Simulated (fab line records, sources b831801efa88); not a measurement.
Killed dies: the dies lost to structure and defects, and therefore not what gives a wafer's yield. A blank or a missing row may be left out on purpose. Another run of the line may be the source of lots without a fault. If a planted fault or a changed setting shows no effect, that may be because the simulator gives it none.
Matching of chambers    flow sky130    SKY_METAL3_ETCH_17 on rie_diel-02: 4 sister chambers
The step etches SiO2 in C4F8/O2/Ar, stops on TiN, time 3.9 s, target depth 15 nm. 22 wafers are shown with their chamber, then 11 later ones without.

== EACH WAFER AND ITS CHAMBER ==
wafer   chamber  oes_product_au (a.u.)
L074.1  2        0.767
L074.2  0        0.766
L074.3  1        0.758
L074.4  3        0.768
L074.5  0        0.769
L074.6  1        0.772
L075.3  0        0.744
L075.5  0        0.760
L075.6  1        0.747
L081.3  0        0.747
L081.4  3        0.762
L081.6  2        0.756
L086.1  0        0.758
L086.3  1        0.755
L086.4  2        0.768
L089.1  2        0.735
L089.3  3        0.740
L089.6  0        0.762
L091.2  0        0.740
L091.5  1        0.752
L091.6  0        0.752
L092.1  1        0.748

SIGNATURES, as means of the wafers listed above
reading         chamber 0  chamber 1  chamber 2  chamber 3  scatter within a chamber
oes_product_au  0.75533    0.75533    0.75650    0.75667    0.0115
Rule: distance of a wafer from a chamber = root of the sum over the readings of ((wafer's reading minus chamber's mean) / reading's scatter) squared. If the next closest chamber is less than 2 further off than the closest, the wafer can't be placed; otherwise it belongs to the closest. The scatter: take each reading less its chamber's mean, square it, sum over the shown wafers, divide by the number of wafers less the number of chambers, and take the root.

== WAFERS WHOSE CHAMBER IS MISSING ==
wafer   oes_product_au (a.u.)
L092.2  0.759
L092.3  0.745
L092.4  0.765
L092.5  0.749
L092.6  0.767
L094.3  0.755
L094.4  0.749
L094.5  0.752
L097.1  0.758
L097.3  0.741
L097.4  0.763

== WHICH CHAMBER EACH WENT THROUGH ==
wafer   from the rows above                in truth
L092.2  can't be placed: 3 or 2 or 0 or 1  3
L092.3  can't be placed: 0 or 1 or 2 or 3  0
L092.4  can't be placed: 3 or 2 or 0 or 1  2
L092.5  can't be placed: 0 or 1 or 2 or 3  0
L092.6  can't be placed: 3 or 2 or 0 or 1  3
L094.3  can't be placed: 0 or 1 or 2 or 3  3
L094.4  can't be placed: 0 or 1 or 2 or 3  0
L094.5  can't be placed: 0 or 1 or 2 or 3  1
L097.1  can't be placed: 3 or 2 or 0 or 1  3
L097.3  can't be placed: 0 or 1 or 2 or 3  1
L097.4  can't be placed: 3 or 2 or 0 or 1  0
Correct placement for 0 of the 11. From these rows, 11 cannot be placed; in 11 the true chamber is one of the candidates. 0 placed wrongly.
